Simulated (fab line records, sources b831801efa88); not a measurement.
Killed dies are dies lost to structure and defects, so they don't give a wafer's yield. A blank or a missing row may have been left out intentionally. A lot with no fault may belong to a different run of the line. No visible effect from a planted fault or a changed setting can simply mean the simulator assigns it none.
Which tool did it?    flow gf180mcu    11 lots, 33 wafers sampled, at 4 steps of a route of 602

== WHAT THE GAUGES SHOWED, per wafer ==
GF_V2_RS_MEAS_24: a four-point-probe measurement.
lot   measured      on             V2_W_RS (ohm/sq)
L876  day 20 22:28  film-metro-04  0.319 0.317 0.324
L883  day 23 10:22  film-metro-03  0.325 0.323 0.325
L885  day 24 02:31  film-metro-04  0.196 0.195 0.194
L886  day 24 07:01  film-metro-03  0.193 0.195 0.194
L888  day 25 03:59  film-metro-03  0.330 0.326 0.329
L890  day 25 18:11  film-metro-03  0.332 0.327 0.331
L893  day 26 10:32  film-metro-04  0.328 0.325 0.327
L895  day 27 00:36  film-metro-02  0.329 0.333 0.326
L896  day 27 08:58  film-metro-03  0.325 0.329 0.326
L897  day 27 14:58  film-metro-03  0.327 0.327 0.329
L898  day 27 23:11  film-metro-02  0.323 0.326 0.323

== EACH LOT AND THE TOOL THAT RAN IT (in order: tool; ch and the chambers of the sampled wafers; start) ==
lot   GF_V1_SPUTTER_21              GF_M2_SPUTTER_01              GF_V2_CVD_23
L876  pvd-sputter-04, day 18 17:29  pvd-sputter-01, day 18 18:17  cvd-w-01 ch 0,1, day 20 22:20
L883  pvd-sputter-02, day 21 08:17  pvd-sputter-01, day 21 09:05  cvd-w-02 ch 0,1, day 23 10:14
L885  pvd-sputter-02, day 22 02:02  pvd-sputter-01, day 22 02:49  cvd-w-01 ch 0,1, day 24 02:24
L886  pvd-sputter-04, day 22 06:08  pvd-sputter-01, day 22 06:56  cvd-w-01 ch 0,1, day 24 06:55
L888  pvd-sputter-02, day 23 03:52  pvd-sputter-03, day 23 04:39  cvd-w-02 ch 0,1, day 25 03:52
L890  pvd-sputter-02, day 23 19:21  pvd-sputter-03, day 23 20:09  cvd-w-02 ch 0,1, day 25 18:04
L893  pvd-sputter-01, day 24 11:40  pvd-sputter-03, day 24 12:28  cvd-w-02 ch 0, day 26 10:19
L895  pvd-sputter-04, day 25 03:23  pvd-sputter-04, day 25 04:10  cvd-w-02 ch 0,1, day 27 00:29
L896  pvd-sputter-04, day 25 11:27  pvd-sputter-01, day 25 12:15  cvd-w-01 ch 0,1, day 27 08:51
L897  pvd-sputter-01, day 25 18:44  pvd-sputter-04, day 25 19:32  cvd-w-01 ch 0,1, day 27 14:52
L898  pvd-sputter-02, day 26 03:18  pvd-sputter-01, day 26 04:05  cvd-w-01 ch 0,1, day 27 23:04
- GF_V1_SPUTTER_21: material Ti, target thk 15 nm, time 80.02 s.
- GF_M2_SPUTTER_01: material TiN, target thk 30 nm, time 25 s.
- GF_V2_CVD_23: deposits W, target thk 350 nm, time 104.94 s.

== THE ANSWER, worked out from the rows above alone ==
Rule: the lots themselves supply what counts as usual. Put in order of their means at a reading, lots are off if they are a third of the lots or fewer, leave a main group of 4 or more, and stand apart from it by a gap of 3 or more times the standard deviation of the main group's means; of several such gaps the widest counts. A main group is skipped when, at the precision printed for the reading in the tables above, its means are all equal. A lot without any number at a reading at which 4 lots or more have one is off too. Any other lot the step has rows for is counted as sound.
Off: L885, L886, seen at GF_V2_RS_MEAS_24 (V2_W_RS). The main group has a mean of 0.326 ohm/sq with a standard deviation of 0.0029.
A tool fits if, at a process step before that reading, it ran every lot that is off, and no sound lot after the first of them. The gauges at GF_V2_RS_MEAS_24 are tried like those tools. No candidate that was tried fits.

== WHAT THE SIMULATOR PUT IN ==
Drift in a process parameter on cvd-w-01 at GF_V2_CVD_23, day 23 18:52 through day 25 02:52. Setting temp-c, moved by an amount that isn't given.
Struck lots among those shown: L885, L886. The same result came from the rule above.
